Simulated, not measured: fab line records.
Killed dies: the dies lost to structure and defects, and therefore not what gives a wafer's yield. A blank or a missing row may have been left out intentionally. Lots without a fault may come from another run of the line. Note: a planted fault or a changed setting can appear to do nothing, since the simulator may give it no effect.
fab line records ; flow sky130
[record] lots = 11; wafers = 33; last-day = 51
route steps=708 shown RES_PROTECT@215 LOCAL_INTERCONNECT@387 METAL2@484 VIA2@519
lots untouched by any fault: they come from a run of this same line in which no faults occurred
start-h: the number of hours between the record's first day and the start of the first shown wafer of the lot ; wait-h: hours from the lot's prior step to this one ; " as in the row above ; L1.1+2: a single row standing in for several wafers ; - value missing, or start not given ; * or withheld: withheld ; < > ~ a bound
route shown NAME@n: NAME is a module with steps in the file, n the number in the route of the first one ; usual: average and standard deviation across the fault-free wafers ; same: alike in all rows ; chamber/n: place in a boat ; sites: readings site by site ; _std_site: their standard deviation ; _edge_site: outer sites' mean less inner sites' ; radius-mm: for every site, how far away it sits from the centre of the wafer ; mask NAME#n: copy n ; behind: tool/chamber where the wafer was last shaped ; hold: what put the lot on hold/how long, in hours/how the hold closed ; device: whichever transistor did not switch (one of n, p or np) ; end of line: the tests these same wafers got at the end of their route ; step lacking rows: just its recipe ; killed: at the first sort, the dies lost to defects and structure; wafer yield is something else ; map: shows each die of a wafer: x if killed, . if not, _ if none is there
set.NAME: the setting the step ran with; set.NAME@STEP: the setting that earlier step ran with ; model.NAME: the simulator's own value behind a step, which no gauge read
one table for each step of the route and one row for each wafer, over a sample of lots
services: from which hour (start-h, from the record's first day; less than 0 if before it) a tool's chamber was out of use, for how many hours, and why
[[steps]]
[step SKY_RES_PROTECT_TW_MEAS_08]
[usual] POLY_GATE_TW = 4041/31
lot.wafer;tool;chamber;start-h;wait-h;POLY_GATE_TW
L587.1;film-metro-03;-;369.79;0.1;4036
L587.4;film-metro-03;-;369.79;0.1;4041
L587.6;film-metro-03;-;369.79;0.1;4020
L589.1;film-metro-04;-;389.94;0.1;4017
L589.4;film-metro-04;-;389.94;0.1;4049
L589.6;film-metro-04;-;389.94;0.1;4048
L592.1;film-metro-03;-;408.17;0.1;4063
L592.2;film-metro-03;-;408.17;0.1;4054
L592.3;film-metro-03;-;408.17;0.1;4042
L593.2;film-metro-02;-;408.44;0.1;4050
L593.5;film-metro-02;-;408.44;0.1;4077
L593.6;film-metro-02;-;408.44;0.1;4066
L595.2;film-metro-03;-;429.25;0.1;4029
L595.3;film-metro-03;-;429.25;0.1;4071
L595.6;film-metro-03;-;429.25;0.1;4056
L596.2;film-metro-04;-;437.00;0.1;4000
L596.3;film-metro-04;-;437.00;0.1;3984
L596.5;film-metro-04;-;437.00;0.1;3992
L598.1;film-metro-03;-;458.81;0.1;4035
L598.2;film-metro-03;-;458.81;0.1;4020
L598.4;film-metro-03;-;458.81;0.1;4042
L601.3;film-metro-03;-;482.14;0.1;4023
L601.4;film-metro-03;-;482.14;0.1;4041
L601.5;film-metro-03;-;482.14;0.1;4023
L606.3;film-metro-02;-;529.44;0.1;4083
L606.4;film-metro-02;-;529.44;0.1;4083
L606.5;film-metro-02;-;529.44;0.1;4090
L608.1;film-metro-02;-;538.49;0.1;4096
L608.3;film-metro-02;-;538.49;0.1;4083
L608.4;film-metro-02;-;538.49;0.1;4055
L609.3;film-metro-03;-;540.74;0.1;4016
L609.4;film-metro-03;-;540.74;0.1;4031
L609.6;film-metro-03;-;540.74;0.1;4035
[step SKY_LOCAL_INTERCONNECT_SPUTTER_00]
[recipe] material = TiN; target-thk-nm = 100; temp-c = 300; power-w = 6500; time-s = 83.3; chamber-pressure-pa = 0.4
[usual] throttle-valve-pct = 30.4/1.2
lot.wafer;tool;chamber;start-h;wait-h;throttle-valve-pct
L587.1;pvd-sputter-01;-;711.76;0.1;31.2
L587.4;pvd-sputter-01;-;711.76;0.1;31.7
L587.6;pvd-sputter-01;-;711.76;0.1;30.8
L589.1;pvd-sputter-01;-;730.46;0.1;31.0
L589.4;pvd-sputter-01;-;730.46;0.1;30.9
L589.6;pvd-sputter-01;-;730.46;0.1;31.1
L593.2;pvd-sputter-01;-;749.50;0.2;31.0
L593.5;pvd-sputter-01;-;749.50;0.2;31.9
L593.6;pvd-sputter-01;-;749.50;0.2;31.3
L592.1;pvd-sputter-03;-;750.16;0.2;28.1
L592.2;pvd-sputter-03;-;750.16;0.2;30.8
L592.3;pvd-sputter-03;-;750.16;0.2;30.1
L595.2;pvd-sputter-03;-;775.06;0.1;30.9
L595.3;pvd-sputter-03;-;775.06;0.1;27.9
L595.6;pvd-sputter-03;-;775.06;0.1;28.2
L596.2;pvd-sputter-03;-;777.23;0.1;28.6
L596.3;pvd-sputter-03;-;777.23;0.1;27.8
L596.5;pvd-sputter-03;-;777.23;0.1;30.9
L598.1;pvd-sputter-03;-;792.56;0.2;30.3
L598.2;pvd-sputter-03;-;792.56;0.2;31.0
L598.4;pvd-sputter-03;-;792.56;0.2;29.0
L601.3;pvd-sputter-01;-;813.28;0.1;31.4
L601.4;pvd-sputter-01;-;813.28;0.1;31.7
L601.5;pvd-sputter-01;-;813.28;0.1;31.2
L606.3;pvd-sputter-01;-;851.71;0.1;31.4
L606.4;pvd-sputter-01;-;851.71;0.1;31.8
L606.5;pvd-sputter-01;-;851.71;0.1;31.9
L608.1;pvd-sputter-01;-;862.61;0.1;31.2
L608.3;pvd-sputter-01;-;862.61;0.1;31.6
L608.4;pvd-sputter-01;-;862.61;0.1;31.7
L609.3;pvd-sputter-01;-;864.23;0.2;31.4
L609.4;pvd-sputter-01;-;864.23;0.2;31.3
L609.6;pvd-sputter-01;-;864.23;0.2;31.2
[step SKY_LOCAL_INTERCONNECT_RS_MEAS_01]
[recipe] thk-meas-gauge = four-point-probe; reads = TiN_of_LOCAL_INTERCONNECT_SPUTTER_00
[usual] LOCAL_INTERCONNECT_TIN_RS = 14.17/0.19
lot.wafer;tool;chamber;start-h;wait-h;LOCAL_INTERCONNECT_TIN_RS[ohm/sq]
L587.1;film-metro-03;-;711.82;0.0;14.30
L587.4;film-metro-03;-;711.82;0.0;14.02
L587.6;film-metro-03;-;711.82;0.0;14.19
L589.1;film-metro-02;-;730.52;0.0;14.25
L589.4;film-metro-02;-;730.52;0.0;14.49
L589.6;film-metro-02;-;730.52;0.0;14.40
L593.2;film-metro-03;-;749.59;0.1;14.46
L593.5;film-metro-03;-;749.59;0.1;13.99
L593.6;film-metro-03;-;749.59;0.1;14.28
L592.1;film-metro-03;-;750.23;0.0;14.04
L592.2;film-metro-03;-;750.23;0.0;14.41
L592.3;film-metro-03;-;750.23;0.0;14.00
L595.2;film-metro-02;-;775.14;0.1;14.23
L595.3;film-metro-02;-;775.14;0.1;13.96
L595.6;film-metro-02;-;775.14;0.1;13.93
L596.2;film-metro-04;-;777.31;0.1;14.17
L596.3;film-metro-04;-;777.31;0.1;14.12
L596.5;film-metro-04;-;777.31;0.1;14.58
L598.1;film-metro-04;-;792.63;0.0;14.28
L598.2;film-metro-04;-;792.63;0.0;14.26
L598.4;film-metro-04;-;792.63;0.0;15.75
L601.3;film-metro-02;-;813.38;0.1;14.17
L601.4;film-metro-02;-;813.38;0.1;14.11
L601.5;film-metro-02;-;813.38;0.1;14.34
L606.3;film-metro-03;-;851.81;0.1;14.10
L606.4;film-metro-03;-;851.81;0.1;14.14
L606.5;film-metro-03;-;851.81;0.1;14.19
L608.1;film-metro-03;-;862.68;0.0;14.44
L608.3;film-metro-03;-;862.68;0.0;13.98
L608.4;film-metro-03;-;862.68;0.0;14.16
L609.3;film-metro-04;-;864.33;0.1;14.24
L609.4;film-metro-04;-;864.33;0.1;14.29
L609.6;film-metro-04;-;864.33;0.1;13.99
[step SKY_LOCAL_INTERCONNECT_THK_MEAS_02]
[recipe] thk-meas-gauge = xrf; reads = TiN_of_LOCAL_INTERCONNECT_SPUTTER_00
[usual] LOCAL_INTERCONNECT_TIN_THK = 97.9/1.3
lot.wafer;tool;chamber;start-h;wait-h;LOCAL_INTERCONNECT_TIN_THK[nm]
L587.1;film-metro-03;-;711.94;0.1;97.3
L587.4;film-metro-03;-;711.94;0.1;99.1
L587.6;film-metro-03;-;711.94;0.1;98.0
L589.1;film-metro-02;-;730.64;0.1;96.4
L589.4;film-metro-02;-;730.64;0.1;95.2
L589.6;film-metro-02;-;730.64;0.1;96.1
L593.2;film-metro-03;-;749.70;0.1;96.2
L593.5;film-metro-03;-;749.70;0.1;98.9
L593.6;film-metro-03;-;749.70;0.1;97.8
L592.1;film-metro-03;-;750.35;0.1;99.1
L592.2;film-metro-03;-;750.35;0.1;96.5
L592.3;film-metro-03;-;750.35;0.1;99.5
L595.2;film-metro-02;-;775.25;0.1;97.1
L595.3;film-metro-02;-;775.25;0.1;99.2
L595.6;film-metro-02;-;775.25;0.1;99.1
L596.2;film-metro-04;-;777.42;0.1;98.5
L596.3;film-metro-04;-;777.42;0.1;98.3
L596.5;film-metro-04;-;777.42;0.1;95.2
L598.1;film-metro-04;-;792.75;0.1;97.8
L598.2;film-metro-04;-;792.75;0.1;97.5
L598.4;film-metro-04;-;792.75;0.1;89.1
L601.3;film-metro-02;-;813.48;0.1;97.3
L601.4;film-metro-02;-;813.48;0.1;98.2
L601.5;film-metro-02;-;813.48;0.1;96.6
L606.3;film-metro-03;-;851.91;0.1;98.7
L606.4;film-metro-03;-;851.91;0.1;99.1
L606.5;film-metro-03;-;851.91;0.1;97.8
L608.1;film-metro-03;-;862.80;0.1;96.4
L608.3;film-metro-03;-;862.80;0.1;99.6
L608.4;film-metro-03;-;862.80;0.1;97.8
L609.3;film-metro-04;-;864.43;0.1;97.5
L609.4;film-metro-04;-;864.43;0.1;97.3
L609.6;film-metro-04;-;864.43;0.1;99.2
[step SKY_LOCAL_INTERCONNECT_METAL_ETCH_14]
[recipe] target-depth-nm = 110; stop-on = PSG; chemistry = Cl2/BCl3; target = TiN; resist-sidewall-deg = 88; pressure-mtorr = 10; icp-w = 900; bias-w = 48.5; Cl2_flow_sccm = 60; bcl3-flow-sccm = 30; time-s = 31.4
[usual] chamber-pressure-mTorr = 10.000/0.0086; drypump-motor-current-A = 5.9/0.41; oes-product-au = 0.940/0.0081; throttle-valve-pct = 21.901/0.011
[same] time-s = 31.4
lot.wafer;tool;chamber;start-h;wait-h;chamber-pressure-mTorr;drypump-motor-current-A;oes-product-au;rf-hours-counter-h;throttle-valve-pct
L587.1;rie-metal-02;1;741.16;0.0;9.990;5.9;0.933;12;21.889
L587.4;rie-metal-02;0;741.16;0.0;9.991;6.3;0.955;-;21.879
L587.6;rie-metal-02;0;741.16;0.0;9.992;6.3;0.935;-;21.894
L589.1;rie-metal-03;0;758.01;0.0;9.992;6.3;0.935;9;21.909
L589.4;rie-metal-03;0;758.01;0.0;9.997;6.2;0.930;-;21.914
L589.6;rie-metal-03;1;758.01;0.0;10.006;5.4;0.930;-;21.889
L593.2;rie-metal-02;1;777.36;0.0;10.006;5.9;0.927;13;21.898
L593.5;rie-metal-02;1;777.36;0.0;10.006;5.9;0.949;-;21.901
L593.6;rie-metal-02;0;777.36;0.0;9.996;6.3;0.943;-;21.910
L592.1;rie-metal-03;1;778.06;0.1;9.997;5.4;0.947;6;21.899
L592.2;rie-metal-03;0;778.06;0.1;10.002;6.2;0.938;10;21.892
L592.3;rie-metal-03;1;778.06;0.1;9.996;5.4;0.950;-;21.889
L595.2;rie-metal-03;1;801.78;0.0;9.994;5.4;0.943;7;21.915
L595.3;rie-metal-03;1;801.78;0.0;10.004;5.4;0.944;-;21.884
L595.6;rie-metal-03;0;801.78;0.0;10.012;6.3;0.950;-;21.887
L596.2;rie-metal-04;1;803.88;0.0;9.997;5.2;0.942;4;21.891
L596.3;rie-metal-04;0;803.88;0.0;10.006;6.3;0.942;-;21.900
L596.5;rie-metal-04;1;803.88;0.0;9.998;5.2;0.929;-;21.897
L598.1;rie-metal-03;1;820.13;0.0;10.008;5.4;0.931;7;21.910
L598.2;rie-metal-03;0;820.13;0.0;10.010;6.2;0.935;11;21.908
L598.4;rie-metal-03;0;820.13;0.0;9.998;6.3;0.889;-;21.943
L601.3;rie-metal-03;0;841.28;0.0;10.000;6.3;0.942;-;21.914
L601.4;rie-metal-03;1;841.28;0.0;9.998;5.4;0.938;-;21.913
L601.5;rie-metal-03;0;841.28;0.0;10.003;6.3;0.932;-;21.914
L606.3;rie-metal-04;1;878.88;0.0;9.998;5.2;0.948;-;21.887
L606.4;rie-metal-04;0;878.88;0.0;10.000;6.3;0.950;-;21.892
L606.5;rie-metal-04;0;878.88;0.0;9.996;6.3;0.935;-;21.901
L608.1;rie-metal-03;1;889.78;0.0;10.003;5.4;0.919;11;21.910
L608.3;rie-metal-03;0;889.78;0.0;9.995;6.2;0.948;-;21.914
L608.4;rie-metal-03;1;889.78;0.0;9.994;5.4;0.943;-;21.915
L609.3;rie-metal-04;0;891.10;0.0;10.003;6.3;0.942;-;21.894
L609.4;rie-metal-04;1;891.10;0.0;10.005;5.2;0.938;-;21.892
L609.6;rie-metal-04;1;891.10;0.0;10.002;5.2;0.951;-;21.896
[step SKY_METAL2_SPUTTER_01]
[recipe] material = TiN; target-thk-nm = 20; power-w = 6500; time-s = 16.7; chamber-pressure-pa = 0.4
[usual] throttle-valve-pct = 30.4/1.3
[same] time-s = 16.7
lot.wafer;tool;chamber;start-h;wait-h;throttle-valve-pct
L587.1;pvd-sputter-01;-;830.14;0.0;31.3
L587.4;pvd-sputter-01;-;830.14;0.0;31.9
L587.6;pvd-sputter-01;-;830.14;0.0;31.3
L589.1;pvd-sputter-01;-;846.03;0.0;31.7
L589.4;pvd-sputter-01;-;846.03;0.0;32.0
L589.6;pvd-sputter-01;-;846.03;0.0;31.4
L593.2;pvd-sputter-03;-;863.95;0.0;28.9
L593.5;pvd-sputter-03;-;863.95;0.0;30.9
L593.6;pvd-sputter-03;-;863.95;0.0;27.9
L592.1;pvd-sputter-02;-;864.95;0.0;30.6
L592.2;pvd-sputter-02;-;864.95;0.0;29.7
L592.3;pvd-sputter-02;-;864.95;0.0;29.3
L595.2;pvd-sputter-03;-;887.55;0.0;28.8
L595.3;pvd-sputter-03;-;887.55;0.0;30.9
L595.6;pvd-sputter-03;-;887.55;0.0;29.8
L596.2;pvd-sputter-03;-;889.43;0.0;31.0
L596.3;pvd-sputter-03;-;889.43;0.0;29.5
L596.5;pvd-sputter-03;-;889.43;0.0;30.9
L598.1;pvd-sputter-01;-;905.19;0.0;31.9
L598.2;pvd-sputter-01;-;905.19;0.0;31.4
L598.4;pvd-sputter-01;-;905.19;0.0;31.9
L601.3;pvd-sputter-03;-;927.20;0.0;30.6
L601.4;pvd-sputter-03;-;927.20;0.0;28.2
L601.5;pvd-sputter-03;-;927.20;0.0;28.8
L606.3;pvd-sputter-01;-;959.82;0.0;31.3
L606.4;pvd-sputter-01;-;959.82;0.0;32.0
L606.5;pvd-sputter-01;-;959.82;0.0;32.0
L608.1;pvd-sputter-03;-;971.47;0.0;28.6
L608.3;pvd-sputter-03;-;971.47;0.0;28.2
L608.4;pvd-sputter-03;-;971.47;0.0;30.1
L609.3;pvd-sputter-02;-;973.17;0.0;29.9
L609.4;pvd-sputter-02;-;973.17;0.0;28.9
L609.6;pvd-sputter-02;-;973.17;0.0;29.6
[step SKY_VIA2_CD_MEAS_12]
[recipe] target-cd-nm = 200
[usual] cd-nm = 200.0/1.3
lot.wafer;tool;chamber;start-h;wait-h;cd-nm
L587.1;cd-sem-02;-;884.57;-;200.2
L587.4;cd-sem-02;-;884.57;-;199.3
L587.6;cd-sem-02;-;884.57;-;200.6
L589.1;cd-sem-02;-;900.13;-;199.9
L589.4;cd-sem-02;-;900.13;-;201.2
L589.6;cd-sem-02;-;900.13;-;199.9
L593.2;cd-sem-01;-;918.05;-;198.2
L593.5;cd-sem-01;-;918.05;-;199.0
L593.6;cd-sem-01;-;918.05;-;199.1
L592.1;cd-sem-02;-;919.32;-;198.9
L592.2;cd-sem-02;-;919.32;-;199.3
L592.3;cd-sem-02;-;919.32;-;200.6
L595.2;cd-sem-01;-;940.34;-;199.6
L595.3;cd-sem-01;-;940.34;-;198.6
L595.6;cd-sem-01;-;940.34;-;200.5
L596.2;cd-sem-01;-;942.69;-;201.8
L596.3;cd-sem-01;-;942.69;-;200.9
L596.5;cd-sem-01;-;942.69;-;202.5
L598.1;cd-sem-01;-;957.18;-;201.7
L598.2;cd-sem-01;-;957.18;-;200.4
L598.4;cd-sem-01;-;957.18;-;201.7
L601.3;cd-sem-01;-;979.27;-;199.0
L601.4;cd-sem-01;-;979.27;-;200.4
L601.5;cd-sem-01;-;979.27;-;199.7
L606.3;cd-sem-02;-;1009.62;-;198.4
L606.4;cd-sem-02;-;1009.62;-;197.8
L606.5;cd-sem-02;-;1009.62;-;199.1
L608.1;cd-sem-01;-;1021.89;-;201.2
L608.3;cd-sem-01;-;1021.89;-;201.2
L608.4;cd-sem-01;-;1021.89;-;200.2
L609.3;cd-sem-02;-;1022.28;-;200.4
L609.4;cd-sem-02;-;1022.28;-;200.2
L609.6;cd-sem-02;-;1022.28;-;200.6
[[services]]
tool;chamber;start-h;hours;kind
pvd-sputter-02;-;744.56;13.8;repair
pvd-sputter-02;-;753.37;1.3;repair
pvd-sputter-02;-;769.51;2.3;repair
rie-metal-04;-;821.41;0.3;repair
pvd-sputter-03;-;826.09;6.4;repair
rie-metal-04;-;833.85;0.6;repair
rie-metal-02;1;843.52;-;clean
rie-metal-02;1;843.52;19.2;scheduled-down
rie-metal-02;1;843.52;19.2;vent-cycle
rie-metal-03;0;925.01;1.5;repair
pvd-sputter-01;-;962.29;24.6;repair
[[key]]
[first-sign] step = SKY_LOCAL_INTERCONNECT_RS_MEAS_01; reading = LOCAL_INTERCONNECT_TIN_RS; direction = up; sigmas = 8.1; usual = 14.17; struck = 15.75
[effect] step = SKY_LOCAL_INTERCONNECT_THK_MEAS_02; reading = LOCAL_INTERCONNECT_TIN_THK; direction = down; sigmas = 6.8; usual = 97.9; struck = 89.1
[effect] step = SKY_LOCAL_INTERCONNECT_METAL_ETCH_14; reading = oes-product-au; direction = down; sigmas = 6.2; usual = 0.940; struck = 0.889
met-at SKY_LOCAL_INTERCONNECT_SPUTTER_00
struck-lots L598
struck-wafers L598.4
tester-left-out L598
not-acting-at SKY_RES_PROTECT_TW_MEAS_08,SKY_METAL2_SPUTTER_01,SKY_VIA2_CD_MEAS_12
onset-between 777.23 792.56
[fault] kind = process-parameter-drift; tool = pvd-sputter-03; chamber = -; onset-h = 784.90; steps = SKY_LOCAL_INTERCONNECT_SPUTTER_00; channel = target-thk-nm; offset = -10.828; shape = step; end-h = 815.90; scope = struck-wafers-only; acts-in = these-recipes-only; stated = 100
// tester-left-out: of these lots the tester's yield and bins aren't shown, on N5 and GAA mostly nor the transistor test; their killed dies are dies lost to structure and defects alone, not to doping, threshold or leakage, so they don't give the yield
